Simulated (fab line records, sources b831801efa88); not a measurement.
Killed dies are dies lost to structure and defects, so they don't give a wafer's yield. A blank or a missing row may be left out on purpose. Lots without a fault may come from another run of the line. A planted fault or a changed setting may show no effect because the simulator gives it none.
Chamber matching | flow sky130 | SKY_CONTACT_CMP_04 on cmp-02: 4 sister chambers
The step polishes SiO2. 8 wafers are shown with their chamber, then 8 later ones without.

WAFERS WITH THEIR CHAMBER
wafer  | chamber | motor_current_A (A) | time_to_endpoint_s (s)
L502.5 | 0       | 12.9                | 87
L503.4 | 0       | 13.0                | 83
L507.3 | 3       | 11.7                | 80
L507.5 | 1       | 12.2                | 81
L513.2 | 2       | 10.5                | 81
L513.3 | 3       | 11.4                | 76
L513.5 | 2       | 11.0                | 79
L519.2 | 1       | 12.4                | 84

WAFERS WITHOUT THEIR CHAMBER
wafer  | motor_current_A (A) | time_to_endpoint_s (s)
L519.3 | 11.3                | 80
L519.6 | 12.5                | 81
L521.2 | 12.5                | 81
L521.3 | 10.9                | 80
L521.4 | 13.2                | 79
L523.1 | 11.4                | 86
L523.5 | 10.9                | 89
L523.6 | 11.8                | 85

WHICH CHAMBER EACH WENT THROUGH
wafer  | from the rows above          | in truth
L519.3 | can't be placed: 3 or 2      | 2
L519.6 | can't be placed: 1 or 0      | 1
L521.2 | can't be placed: 1 or 0      | 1
L521.3 | 2                            | 2
L521.4 | can't be placed: 0 or 1      | 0
L523.1 | can't be placed: 3 or 2 or 1 | 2
L523.5 | can't be placed: 2 or 3      | 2
L523.6 | can't be placed: 1 or 3      | 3
Placed correctly: 1 of 8. Can't be placed from these rows: 7 (the true chamber is among the candidates in 7). Placed wrongly: 0.
How it was worked out, from the rows above alone: a wafer's distance from a chamber is the root of the sum, over the readings, of the square of ((its reading less the chamber's mean) divided by the reading's scatter). The wafer belongs to the nearest chamber; if the next one is less than 2 further off, it can't be placed. A chamber's mean is the mean of its shown wafers. The scatter: the root of (the sum of the squares of (reading less its chamber's mean) over the shown wafers, divided by (wafers less chambers)).
